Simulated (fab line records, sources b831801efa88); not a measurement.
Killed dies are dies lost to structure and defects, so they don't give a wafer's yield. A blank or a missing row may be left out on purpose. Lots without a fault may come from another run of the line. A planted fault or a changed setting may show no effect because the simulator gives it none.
Problem report in the 8D (eight disciplines) form, filled by code | flow sky130 | the parts of the form that need people (team, actions taken, sign-off) are left out

1. THE PROBLEM
run_length_s at SKY_SONOS_ONO_WET_ETCH_16 reads a mean of 570 s on 3 wafers of 1 lot; wafers without a fault read 309 s with a standard deviation of 3.5. That is +75 standard deviations from the usual mean.
The step: etches SiO2 in dHF, target depth 14 nm, time 280 s.
First seen on wafer L906.1, day 14 10:16, on wet_bench-04. The record holds 35 wafers of 12 lots with a number at this step. Rule for "out", or "out of limits": more than 4 standard deviations from the usual mean. The other wafers with a number count as sound.

2. WHAT IT IS AND WHAT IT IS NOT
question                    | is                     | is not
which readings at this step | run_length_s           | -
which lots                  | L906                   | L903, L913, L914, L915, L916, L918, L919, L920, L921, L923, L924
which wafers of those lots  | all that have a number | -
read on which tools         | wet_bench-04           | wet_bench-01, wet_bench-02
when                        | from day 14 10:16      | up to then (3 sound wafers); but 29 sound wafers of L913, L914, L915, L916, L918, L919, L920, L921, L923, L924 came after

3. SUSPECTS, AND WHAT RULES EACH OUT
Counting: a tool at a process step up to the reading stays a suspect if it ran every lot that is out and no sound lot after the first of them.
- wet_bench-04 at SKY_SONOS_ONO_WET_ETCH_16 (etches SiO2 in dHF, target depth 14 nm, time 280 s): ruled out as a lasting fault. Sound lots L918, L920, L923 ran on it after its first lot that is out, L906 (day 14 10:16).
Left after counting: nothing in the record.

4. THE CAUSE (what the simulator had put in)
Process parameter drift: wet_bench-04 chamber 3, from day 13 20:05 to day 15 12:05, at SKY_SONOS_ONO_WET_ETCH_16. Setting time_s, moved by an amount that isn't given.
Counting ruled it out, wrongly.

5. THE CHAIN OF EFFECTS, in route order
Each row: a reading whose mean over the struck wafers that have a number lies more than 3 standard deviations from the usual. Only readings for which the record gives a usual standard deviation are gone through. hours: the time from each lot's start at the first step in this table that gives one to its start at this step, as a median over the lots. sigmas: the change in usual standard deviations.
hours | step                      | reading      | usual | on struck wafers | change | sigmas
0     | SKY_SONOS_ONO_WET_ETCH_16 | run_length_s | 309 s | 570              | +261   | +75
The process steps in it:
- SKY_SONOS_ONO_WET_ETCH_16: etches SiO2 in dHF, target depth 14 nm, time 280 s.

6. WHAT WOULD HAVE CAUGHT IT SOONER
In this record the first reading out of limits was taken at day 14 10:16, 14 hours after the fault began at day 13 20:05.
